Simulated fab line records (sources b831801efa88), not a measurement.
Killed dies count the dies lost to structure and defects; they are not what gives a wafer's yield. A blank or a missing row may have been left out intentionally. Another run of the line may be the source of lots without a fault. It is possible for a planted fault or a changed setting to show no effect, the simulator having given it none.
What tool caused it? | flow sky130 | 6 lots with 18 wafers sampled at 3 steps, on a route of 708 steps

== WHAT THE GAUGES READ, wafer by wafer ==
SKY_VT_ADJUST_HVTR_OVL_MEAS_08.
lot  | measured     | on         | VT_ADJUST_HVTR_OVL (nm)
L637 | day 10 10:34 | overlay-01 | -0.2 -0.5 2.2
L638 | day 10 20:25 | overlay-01 | 0.1 -0.5 -0.5
L645 | day 12 17:44 | overlay-02 | -156.3 -154.8 -154.5 -157.6 -156.2 -155.7
L647 | day 13 11:51 | overlay-02 | -159.1 -157.5 -158.0 -161.3 -158.7 -159.2
L651 | day 14 15:42 | overlay-01 | -0.8 0.1 1.5
L656 | day 15 21:49 | overlay-02 | -0.8 -0.7 0.0

== WHAT TOOL EACH LOT RAN ON (gives the tool, then ch and the chambers of the sampled wafers, and finally the start) ==
lot  | SKY_NWELL_RTA_28                 | SKY_VT_ADJUST_HVTR_EXPOSE_04
L637 | rtp anneal-02 ch 0, day 6 00:38  | iline stepper-01 ch 0, day 9 23:21
L638 | rtp anneal-02 ch 0, day 6 07:09  | iline stepper-01 ch 0, day 10 08:33
L645 | rtp anneal-02 ch 0, day 7 21:08  | iline stepper-02 ch 0, day 12 05:35
L647 | rtp anneal-02 ch 0, day 8 12:20  | iline stepper-02 ch 0, day 12 23:14
L651 | rtp anneal-02 ch 0, day 9 12:35  | iline stepper-01 ch 0, day 14 03:02
L656 | rtp anneal-02 ch 0, day 10 13:54 | iline stepper-01 ch 0, day 15 08:45
- SKY_NWELL_RTA_28: time 30 s.
- SKY_VT_ADJUST_HVTR_EXPOSE_04: exposes mask HVTRM, target cd 380 nm.

== THE ANSWER, worked out from the rows above alone ==
Rule: what is usual is taken from the lots themselves. The widest of any qualifying gaps counts: lots, ordered by their means at a reading, are off when they make up no more than a third of the lots, leave a main group of 4 or more, and stand apart from it by 3 or more times the standard deviation of that group's means. Not used: any main group whose means are identical at the precision the tables above print for the reading. A lot without any number at a reading at which 4 lots or more have one is off too. All remaining lots with rows at the step are treated as sound.
Off: L645, L647, seen at SKY_VT_ADJUST_HVTR_OVL_MEAS_08 (VT_ADJUST_HVTR_OVL). Mean -0.0 nm and standard deviation 0.41 in the main group.
A tool fits if, at a process step before that reading, it ran every lot that is off, and no sound lot after the first of them. Those tools and the gauges at SKY_VT_ADJUST_HVTR_OVL_MEAS_08 are tried in the same way. One fits: SKY_VT_ADJUST_HVTR_EXPOSE_04 on iline stepper-02. It ran no sound lot before its first lot that is off in this sample, so the start can't be narrowed down.

== WHAT THE SIMULATOR PUT IN ==
Scanner matching overlay: iline stepper-02, from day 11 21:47 on, at SKY_VT_ADJUST_HVTR_EXPOSE_04. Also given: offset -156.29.
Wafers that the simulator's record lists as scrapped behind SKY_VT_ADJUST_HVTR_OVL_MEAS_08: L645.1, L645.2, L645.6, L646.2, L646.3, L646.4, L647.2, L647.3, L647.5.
Lots struck among those shown: L645, L647. The same result came from the rule above.
